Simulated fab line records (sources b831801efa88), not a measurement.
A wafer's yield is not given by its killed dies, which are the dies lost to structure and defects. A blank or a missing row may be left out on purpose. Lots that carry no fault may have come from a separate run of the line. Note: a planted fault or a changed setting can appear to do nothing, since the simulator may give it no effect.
Chamber matching ; flow sky130 ; cmp-02 running SKY_FIELD_ISO_CMP_27: 4 sister chambers
The step polishes, stops on Si3N4, t overpolish 16 s, target thk 457.8 nm. 20 wafers are shown with their chamber, then 10 later ones without.

## WAFERS WITH THEIR CHAMBER
wafer;chamber;motor current A (A);time to endpoint s (s);overpolish run s (s)
L192.1;2;11.3;115;15.990
L192.2;1;12.6;111;16.001
L192.4;0;11.4;107;16.003
L193.1;1;12.6;110;16.001
L193.2;3;10.6;109;15.988
L193.5;3;10.6;107;16.004
L194.2;2;11.9;113;16.010
L194.4;3;10.4;109;16.006
L194.5;0;11.6;106;15.993
L195.1;3;10.4;111;15.996
L195.2;0;11.1;113;15.992
L195.5;1;11.9;115;16.010
L196.2;0;11.2;113;16.010
L196.5;1;12.3;117;15.987
L196.6;2;12.0;117;15.993
L197.1;0;11.4;113;15.991
L197.3;1;12.3;108;15.991
L197.4;2;11.9;109;15.986
L200.1;2;11.6;112;15.992
L200.2;3;10.3;112;16.008

SIGNATURES (means of the wafers above)
reading;chamber 0;chamber 1;chamber 2;chamber 3;scatter within a chamber
motor current A;11.340;12.340;11.740;10.460;0.236
time to endpoint s;110.40;112.20;113.20;109.60;3.14
overpolish run s;15.99780;15.99800;15.99420;16.00040;0.00876
Rule: for a wafer and a chamber, the distance is found by dividing, reading by reading, the gap between the wafer's reading and the chamber's mean by the reading's scatter, squaring, summing and taking the root. If the next closest chamber is less than 2 further off than the closest, the wafer can't be placed; otherwise it belongs to the closest. The scatter: take each reading less its chamber's mean, square it, sum over the shown wafers, divide by the number of wafers less the number of chambers, and take the root.

## WAFERS WITHOUT THEIR CHAMBER
wafer;motor current A (A);time to endpoint s (s);overpolish run s (s)
L200.6;12.6;112;15.987
L204.3;9.8;112;15.993
L204.4;11.5;115;15.987
L204.6;10.3;112;15.995
L209.1;10.3;112;16.001
L209.2;12.6;118;16.007
L209.5;12.5;116;15.995
L211.1;10.6;121;16.000
L211.5;11.9;120;15.996
L211.6;11.9;119;15.994

## EACH ONE'S CHAMBER
wafer;from the rows above;in truth
L200.6;1;1
L204.3;3;3
L204.4;can't be placed: 2 or 0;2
L204.6;3;3
L209.1;3;3
L209.2;can't be placed: 1 or 2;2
L209.5;can't be placed: 1 or 2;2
L211.1;can't be placed: 3 or 0 or 2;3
L211.5;can't be placed: 2 or 1 or 0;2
L211.6;can't be placed: 2 or 1 or 0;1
4 of 10 placed correctly. These rows do not allow placing 6 (true chamber among the candidates in 6). Placed wrongly: 0.
